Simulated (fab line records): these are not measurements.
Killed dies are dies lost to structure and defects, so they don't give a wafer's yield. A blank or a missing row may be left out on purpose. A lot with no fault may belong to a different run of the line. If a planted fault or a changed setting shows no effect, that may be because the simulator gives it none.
Which tool was responsible?	flow sky130	Sampling: 6 lots, 18 wafers, 4 of 708 route steps

WHAT EACH GAUGE READ, for each wafer
SKY_PAD_OPEN_BOW_MEAS_13.
lot	measured	on	PAD_OPEN_BOW (um)
L491	day 46 19:43	film metro-04	55 56 55
L493	day 47 04:17	film metro-01	39 48 45
L498	day 48 10:05	film metro-01	59 55 51
L502	day 49 09:05	film metro-01	59 40 48
L509	day 50 16:55	film metro-03	57 48 51
L511	day 51 02:53	film metro-01	68 63 50

WHAT TOOL EACH LOT RAN ON (gives the tool, then ch and the chambers of the sampled wafers, and finally the start)
lot	SKY_LDD_N_STRIP_16	SKY_VIA4_STRIP_13	SKY_PAD_OPEN_ETCH_07
L491	plasma asher-03 ch 0,1, day 19 00:39	plasma asher-03 ch 0,1, day 43 22:17	rie diel-01 ch 1,2,3, day 46 17:31
L493	plasma asher-02 ch 0,1, day 19 15:01	plasma asher-03 ch 0,1, day 44 08:17	rie diel-01 ch 1,2,3, day 47 02:04
L498	plasma asher-01 ch 0,1, day 21 14:42	plasma asher-02 ch 0,1, day 45 17:06	rie diel-03 ch 0,2,3, day 48 07:53
L502	plasma asher-01 ch 0,1, day 23 00:50	plasma asher-04 ch 0,1, day 46 17:37	rie diel-03 ch 0,3, day 49 06:50
L509	plasma asher-01 ch 0,1, day 25 11:34	plasma asher-02 ch 0,1, day 48 09:00	rie diel-01 ch 0,1,3, day 50 14:43
L511	plasma asher-03 ch 0,1, day 25 19:34	plasma asher-04 ch 0,1, day 48 21:47	rie diel-03 ch 2,3, day 51 00:38
- SKY_LDD_N_STRIP_16: strips in O2/N2.
- SKY_VIA4_STRIP_13: strips in O2/N2.
- SKY_PAD_OPEN_ETCH_07: etches the open film in CF4/O2, stops on AlCu, target depth 725 nm, time 161.1 s.

THE ANSWER, worked out from the rows above alone
Rule: the usual values come from the lots themselves. Put in order of their means at a reading, lots are off if they are a third of the lots or fewer, leave a main group of 4 or more, and stand apart from it by a gap of 3 or more times the standard deviation of the main group's means; of several such gaps the widest counts. Not used: any main group whose means are identical at the precision the tables above print for the reading. Also off: a lot with no number at a reading for which 4 or more lots have one. All remaining lots with rows at the step are treated as sound.
None of the lots is off at any reading shown; this tells nothing.

WHAT THE SIMULATOR PUT IN
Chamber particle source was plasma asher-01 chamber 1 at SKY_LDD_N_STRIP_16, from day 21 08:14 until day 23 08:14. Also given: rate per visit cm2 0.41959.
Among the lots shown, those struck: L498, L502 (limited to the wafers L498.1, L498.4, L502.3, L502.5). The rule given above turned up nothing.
